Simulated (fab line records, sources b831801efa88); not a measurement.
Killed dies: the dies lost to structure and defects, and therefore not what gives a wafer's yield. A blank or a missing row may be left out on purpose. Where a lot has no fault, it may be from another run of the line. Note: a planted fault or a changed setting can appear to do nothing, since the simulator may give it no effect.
A struck lot beside a sound one || flow sky130 || 15 steps out of a route of 708
Sound: these wafers, L994.3, L994.4, L994.5. Wafers L106.4, L106.5, L106.6 were the ones struck. Last of all comes the cause.
Each step with rows lists, per side, the tool, then ch with its chambers, then its first start. Under that, the readings that differ: sound wafers || struck wafers || difference of the means || sigmas: that difference in standard deviations of wafers without a fault.
alike: readings whose means differ by less than 2 such deviations, and words and numbers that are the same on both sides. not compared: withheld readings, readings that some wafer has no value for, bounds like >300 that may hide the same value, and numbers for which the record gives no deviation and whose values overlap.
The two part at a step that has a row with sigmas, a row that says differs or no value, or rows on one side only. Non-overlapping numbers with no deviation appear without sigmas and do not part them. Lack of a reading on every wafer of one side parts them only where that side has two or more wafers.

first, 7 steps without rows for these wafers: SKY_LDD_LDN_DEHYDRATE_00 (time 60 s); SKY_LDD_LDN_HMDS_01 (prime time 60 s); SKY_LDD_LDN_COAT_02 (resist thk 1140 nm); SKY_LDD_LDN_SOFTBAKE_03 (time 60 s); SKY_LDD_LDN_EXPOSE_04 (exposes mask LDNTM, target cd 700 nm); SKY_LDD_LDN_PEB_05; SKY_LDD_LDN_DEVELOP_06 (develop time 60 s).
SKY_LDD_LDN_OVL_MEAS_07:
  sound on overlay-02, day 23 16:01; struck on overlay-02, day 28 11:58
  alike: LDD_LDN_OVL
then, 4 steps without rows for these wafers: SKY_LDD_LDN_IMPLANT_08; SKY_LDD_LDN_IMPLANT_09; SKY_LDD_LDN_IMPLANT_10; SKY_LDD_LDN_IMPLANT_11.
SKY_LDD_LDN_STRIP_12: strips in O2/N2.
  sound on plasma_asher-04 ch 0,1, day 23 16:40; struck on plasma_asher-04 ch 0,1, day 28 12:37
  no value came back on the struck wafers for chamber_pressure_mTorr (mTorr), drypump_motor_current_A (A), oes_product_au (a.u.), strip_time_to_endpoint_s (s); on the sound wafers chamber_pressure_mTorr (mTorr) reads 1498.4 1498.9 1500.5
{"reading": "model.NOVOLAK_of_LDD_LDN_COAT_02.thk_nm (nm)", "sound": "0 0 0", "struck": "1143 1147 1144", "difference": "+1145", "sigmas": ""}
  not compared: rf_hours_counter_h
SKY_LDD_LDN_TW_MEAS_13:
  sound on film_metro-01, day 23 16:45; struck on film_metro-04, day 28 12:43
  alike: LDD_LDN_TW
-- the record jumps here: 21 days lie between the struck wafers' starts before and after (it left off in module LDD_LDN and takes up again in module PAD_OPEN, whose first step shown is number 708 of the route) --
SKY_PAD_OPEN_PROBE_99:
  sound on prober-02, day 46 17:10; struck on prober-01, day 49 19:37
{"reading": "killed_at_front_end", "sound": "20 6 12", "struck": "442 425 420", "difference": "+416", "sigmas": "+93"}
{"reading": "killed_dies", "sound": "76 73 87", "struck": "492 492 492", "difference": "+413", "sigmas": "+44"}
{"reading": "killed_on_rim", "sound": "13 19 19", "struck": "96 96 96", "difference": "+79", "sigmas": "+20"}
  alike: killed_at_M0_to_M3, killed_at_M4_up, killed_at_contacts, killed_at_other, killed_open, killed_short

## WHERE THEY PART
First at SKY_LDD_LDN_STRIP_12; last, within this record, at SKY_PAD_OPEN_PROBE_99.

WHY: what had been put in by the simulator
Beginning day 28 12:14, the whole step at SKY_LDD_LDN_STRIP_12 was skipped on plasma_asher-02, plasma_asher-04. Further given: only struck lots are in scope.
